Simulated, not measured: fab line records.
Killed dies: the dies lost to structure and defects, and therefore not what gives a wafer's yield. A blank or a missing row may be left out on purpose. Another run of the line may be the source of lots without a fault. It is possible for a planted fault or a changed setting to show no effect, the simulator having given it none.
Matching of chambers :: flow sky130 :: SKY_CAP2M_CVD_00 on pecvd-02: 3 sister chambers
The step deposits SiO2, target thk 15.5 nm. 3 wafers are shown with their chamber, then 9 later ones without.

## EACH WAFER AND ITS CHAMBER
wafer: L091.1
chamber: 1
heater-power-w (W): 756

wafer: L091.3
chamber: 0
heater-power-w (W): 717

wafer: L091.6
chamber: 2
heater-power-w (W): 682

## WAFERS WITH NO CHAMBER GIVEN
wafer: L094.1
heater-power-w (W): 732

wafer: L094.5
heater-power-w (W): 703

wafer: L094.6
heater-power-w (W): 845

wafer: L095.3
heater-power-w (W): 839

wafer: L095.4
heater-power-w (W): 697

wafer: L095.6
heater-power-w (W): 765

wafer: L096.2
heater-power-w (W): 640

wafer: L096.4
heater-power-w (W): 852

wafer: L096.5
heater-power-w (W): 628

## EACH ONE'S CHAMBER
wafer: L094.1
from the rows above: can't be placed: 0 or 1 or 2
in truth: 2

wafer: L094.5
from the rows above: can't be placed: 0 or 2 or 1
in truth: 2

wafer: L094.6
from the rows above: can't be placed: 1 or 0 or 2
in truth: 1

wafer: L095.3
from the rows above: can't be placed: 1 or 0 or 2
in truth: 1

wafer: L095.4
from the rows above: can't be placed: 2 or 0 or 1
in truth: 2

wafer: L095.6
from the rows above: can't be placed: 1 or 0 or 2
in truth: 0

wafer: L096.2
from the rows above: can't be placed: 2 or 0 or 1
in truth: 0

wafer: L096.4
from the rows above: can't be placed: 1 or 0 or 2
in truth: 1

wafer: L096.5
from the rows above: can't be placed: 2 or 0 or 1
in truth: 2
Correctly placed: 0 of 9. Not placeable from these rows: 9 (in 9, the candidates include the true chamber). 0 placed wrongly.
How it was worked out, from the rows above alone: a wafer's distance from a chamber is the root of the sum, over the readings, of the square of ((its reading less the chamber's mean) divided by the reading's scatter). If the next closest chamber is less than 2 further off than the closest, the wafer can't be placed; otherwise it belongs to the closest. A chamber's mean is the mean of its shown wafers. The scatter: with one shown wafer a chamber, the root of the mean of the squares of how far each hidden wafer lies from its nearest shown one.
